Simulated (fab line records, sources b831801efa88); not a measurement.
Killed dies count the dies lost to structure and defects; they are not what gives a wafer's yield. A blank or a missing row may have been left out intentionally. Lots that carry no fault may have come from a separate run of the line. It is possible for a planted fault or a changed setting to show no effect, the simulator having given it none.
Which tool did it?    flow gf180mcu    18 wafers from 6 lots sampled at 3 of the route's 602 steps

## WHAT THE GAUGES SHOWED, per wafer
GF_MIM_THK_MEAS_06.
lot   measured      on            MIM_CVD_05_THK (nm)
L502  day 24 20:26  filmMetro-03  42.8 43.3 42.9
L504  day 25 03:25  filmMetro-01  41.5 43.0 42.7
L509  day 27 06:32  filmMetro-01  42.0 41.6 42.0
L512  day 28 09:17  filmMetro-03  42.3 43.0 42.6
L515  day 29 01:51  filmMetro-02  83.5 84.2 85.1
L523  day 31 01:37  filmMetro-03  42.0 42.4 42.5

## EACH LOT AND THE TOOL THAT RAN IT (in order: tool; ch and the chambers of the sampled wafers; start)
lot   GF_M4_SPUTTER_00             GF_MIM_CVD_05
L502  pvdSputter-04, day 22 19:48  pecvd-01 ch 0,1,2, day 24 20:24
L504  pvdSputter-01, day 23 03:05  pecvd-01 ch 0,1,2, day 25 03:22
L509  pvdSputter-04, day 25 09:29  pecvd-01 ch 0,1,2, day 27 06:28
L512  pvdSputter-03, day 26 14:21  pecvd-02 ch 0,1,2, day 28 09:15
L515  pvdSputter-04, day 27 06:28  pecvd-01 ch 0,1,2, day 29 01:37
L523  pvdSputter-04, day 29 09:37  pecvd-04 ch 0,1, day 31 01:35
- GF_M4_SPUTTER_00: material Ti, target thk 37.5 nm, time 150 s.
- GF_MIM_CVD_05: deposits Si3N4, target thk 42 nm, time 29.086 s.

## THE ANSWER, worked out from the rows above alone
Rule: the lots themselves supply what counts as usual. Put in order of their means at a reading, lots are off if they are a third of the lots or fewer, leave a main group of 4 or more, and stand apart from it by a gap of 3 or more times the standard deviation of the main group's means; of several such gaps the widest counts. A main group whose means are all the same, to the digits that the tables above print for the reading, isn't used. A lot without any number at a reading at which 4 lots or more have one is off too. Any other lot the step has rows for is counted as sound.
Off: L515, seen at GF_MIM_THK_MEAS_06 (MIM_CVD_05_THK). For the main group the mean is 42.4 nm and the standard deviation 0.37.
If a tool, at a process step before that reading, ran all the lots that are off and no sound lot after the first of them, it fits. Gauges at GF_MIM_THK_MEAS_06: tried the same way as those tools. 2 tools fit, pecvd-01 at GF_MIM_CVD_05 and filmMetro-02 at GF_MIM_THK_MEAS_06, so this cannot tell which one it is.

## WHAT THE SIMULATOR PUT IN
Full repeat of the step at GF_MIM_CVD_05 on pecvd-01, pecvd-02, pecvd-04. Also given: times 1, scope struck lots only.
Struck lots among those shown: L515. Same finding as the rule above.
